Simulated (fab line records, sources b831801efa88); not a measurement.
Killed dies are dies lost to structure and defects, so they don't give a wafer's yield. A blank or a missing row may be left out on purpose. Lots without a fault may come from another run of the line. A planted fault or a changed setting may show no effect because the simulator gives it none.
Which tool did it? | flow gf180mcu | 13 lots, 39 wafers sampled, at 4 steps of a route of 602

WHAT THE GAUGES READ, wafer by wafer
GF_V1_THK_MEAS_01. Usual: V1_CVD_00_THK 603 nm, standard deviation 6.1.
lot  | measured     | on            | V1_CVD_00_THK (nm) | flag
L217 | day 17 07:08 | film_metro-01 | 607 617 611        |
L219 | day 17 19:39 | film_metro-02 | 604 603 609        |
L220 | day 18 11:23 | film_metro-02 | 610 605 599        |
L221 | day 18 12:23 | film_metro-01 | 596 604 595        |
L222 | day 19 03:50 | film_metro-04 | 599 601 600        |
L223 | day 19 15:01 | film_metro-04 | 606 599 596        |
L226 | day 20 15:16 | film_metro-01 | 604 602 600        |
L227 | day 21 00:58 | film_metro-04 | 603 605 605        |
L228 | day 21 05:39 | film_metro-04 | 596 597 597        |
L229 | day 21 19:50 | film_metro-02 | 604 606 605        |
L236 | day 24 03:03 | film_metro-01 | 593 602 599        |
L237 | day 24 03:52 | film_metro-02 | 591 595 593        |
L238 | day 24 12:08 | film_metro-04 | 604 602 594        |

GF_V5_BOW_MEAS_05. Usual: V5_BOW 135 um, standard deviation 11.
lot  | measured     | on            | V5_BOW (um) | flag
L217 | day 26 14:19 | film_metro-04 | 139 146 143 |
L219 | day 26 22:17 | film_metro-02 | 129 129 133 |
L220 | day 27 12:07 | film_metro-04 | 142 131 137 |
L221 | day 27 14:17 | film_metro-04 | 134 126 135 |
L222 | day 28 02:23 | film_metro-04 | 151 152 154 |
L223 | day 28 10:46 | film_metro-01 | 142 136 140 |
L226 | day 29 06:08 | film_metro-02 | 155 163 159 |
L227 | day 29 15:14 | film_metro-02 | 132 129 131 |
L228 | day 29 17:25 | film_metro-02 | 136 138 133 |
L229 | day 30 06:37 | film_metro-02 | 138 125 133 |
L236 | day 32 02:31 | film_metro-01 | 124 120 137 |
L237 | day 32 02:38 | film_metro-04 | 146 131 138 |
L238 | day 32 08:53 | film_metro-01 | 117 134 122 |

GF_V5_RS_MEAS_24: measures by four-point-probe. Usual: V5_W_RS 0.327 ohm/sq, standard deviation 0.0052.
lot  | measured     | on            | V5_W_RS (ohm/sq)  | flag
L217 | day 27 11:37 | film_metro-04 | 0.329 0.327 0.327 |
L219 | day 27 19:22 | film_metro-02 | 0.320 0.320 0.324 |
L220 | day 28 08:37 | film_metro-02 | 0.317 0.318 0.321 |
L221 | day 28 11:00 | film_metro-01 | 0.323 0.325 0.324 |
L222 | day 28 23:26 | film_metro-02 | 0.321 0.321 0.322 |
L223 | day 29 07:04 | film_metro-04 | 0.319 0.318 0.322 |
L226 | day 30 02:32 | film_metro-01 | 0.329 0.330 0.329 |
L227 | day 30 10:48 | film_metro-04 | 0.335 0.332 0.330 |
L228 | day 30 12:47 | film_metro-01 | 0.330 0.334 0.331 |
L229 | day 31 01:28 | film_metro-01 | 0.327 0.321 0.331 |
L236 | day 32 20:16 | film_metro-02 | 0.320 0.328 0.328 |
L237 | day 32 20:32 | film_metro-04 | 0.332 0.333 0.332 |
L238 | day 33 02:40 | film_metro-02 | 0.323 0.327 0.327 |

WHICH TOOL RAN EACH LOT (tool, then ch and the chambers of the sampled wafers, then the start)
lot  | GF_HV_LDD_STRIP_22
L217 | plasma_asher-04 ch 0,1, day 10 19:53
L219 | plasma_asher-03 ch 0,1, day 11 09:09
L220 | plasma_asher-04 ch 0,1, day 11 22:44
L221 | plasma_asher-03 ch 0,1, day 11 22:45
L222 | plasma_asher-02 ch 0,1, day 12 09:22
L223 | plasma_asher-03 ch 0,1, day 12 20:28
L226 | plasma_asher-03 ch 0,1, day 13 16:16
L227 | plasma_asher-02 ch 0,1, day 14 01:07
L228 | plasma_asher-04 ch 0,1, day 14 05:40
L229 | plasma_asher-04 ch 0,1, day 14 12:37
L236 | plasma_asher-02 ch 0,1, day 16 19:35
L237 | plasma_asher-02 ch 0,1, day 16 20:56
L238 | plasma_asher-02 ch 0,1, day 17 07:41
- GF_HV_LDD_STRIP_22: strips in O2/N2.

WHAT THE TOOLS THEMSELVES READ (means of the sampled wafers that have a number; where no wafer has one, the mark that the record gives instead)
GF_HV_LDD_STRIP_22. Usual: chamber_pressure_mTorr 1499.9 mTorr, standard deviation 1.2; drypump_motor_current_A 5.9 A, standard deviation 0.5; heater_power_w 340 W, standard deviation 42; oes_product_au 0.716 a.u., standard deviation 0.0047; platen_temp_c 250.01 C, standard deviation 0.19; strip_time_to_endpoint_s 12.62 s, standard deviation 0.036.
lot  | tool            | chamber_pressure_mTorr (mTorr) | drypump_motor_current_A (A) | heater_power_w (W) | oes_product_au (a.u.) | platen_temp_c (C) | strip_time_to_endpoint_s (s) | flag
L217 | plasma_asher-04 | 1499.6                         | 5.4                         | 287                | 0.709                 | 249.95            | 12.65                        |
L219 | plasma_asher-03 | 1501.2                         | 5.8                         | 337                | 0.716                 | 250.03            | 12.60                        |
L220 | plasma_asher-04 | 1499.6                         | 5.3                         | 290                | 0.716                 | 249.94            | 12.66                        |
L221 | plasma_asher-03 | 1500.1                         | 5.8                         | 340                | 0.722                 | 249.83            | 12.63                        |
L222 | plasma_asher-02 | 1500.0                         | 6.1                         | 369                | 0.716                 | 249.97            | 12.66                        |
L223 | plasma_asher-03 | 1499.8                         | 5.8                         | 337                | 0.717                 | 249.92            | 12.63                        |
L226 | plasma_asher-03 | 1500.2                         | 5.8                         | 338                | 0.719                 | 250.16            | 12.57                        |
L227 | plasma_asher-02 | 1500.0                         | 6.1                         | 370                | 0.713                 | 250.04            | 12.65                        |
L228 | plasma_asher-04 | 1499.7                         | 5.4                         | 286                | 0.714                 | 249.89            | 12.64                        |
L229 | plasma_asher-04 | 1499.8                         | 5.3                         | 286                | 0.868                 | 249.81            | -                            | OFF
L236 | plasma_asher-02 | 1499.4                         | 5.9                         | 348                | 0.718                 | 250.01            | 12.59                        |
L237 | plasma_asher-02 | 1499.3                         | 6.1                         | 375                | 0.712                 | 250.16            | 12.63                        |
L238 | plasma_asher-02 | 1499.7                         | 5.9                         | 348                | 0.713                 | 249.95            | 12.56                        |

THE ANSWER, worked out from the rows above alone
Rule: a lot is off if the mean of its wafers that have a number lies more than 3 standard deviations from the usual mean. A lot without any number at a reading at which 4 lots or more have one is off too. The other lots that the step has rows for count as sound. The gauges are gone through in route order, then the tools' own readings, and for those a lot's mean is taken as printed above. The first step at which some lot is off is used, and at that step the reading that is off furthest; a lot without a number counts as furthest.
Off: L229, at GF_HV_LDD_STRIP_22 (strip_time_to_endpoint_s). Without a number there: L229.
A tool fits if, at that step or a process step before it, it ran every lot that is off, and no sound lot after the first of them. One fits: plasma_asher-04 at GF_HV_LDD_STRIP_22. Its last sound lot is L228 (day 14 05:40), its first lot that is off L229 (day 14 12:37): a fault that began between those two fits.
The tool's own readings at GF_HV_LDD_STRIP_22 bear it out: on the lots that are off they differ by more than 5 times the standard deviation of the sound lots' means. oes_product_au reads 0.868 a.u. there against 0.715 a.u. on the sound lots.
Blank at GF_HV_LDD_STRIP_22 on the lots that are off, where sound lots have numbers: strip_time_to_endpoint_s.

WHAT THE SIMULATOR HAD PUT IN
Strip aborted: plasma_asher-04, from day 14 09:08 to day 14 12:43, at GF_HV_LDD_STRIP_22. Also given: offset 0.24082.
Lots struck among those shown: L229. The rule above found the same.
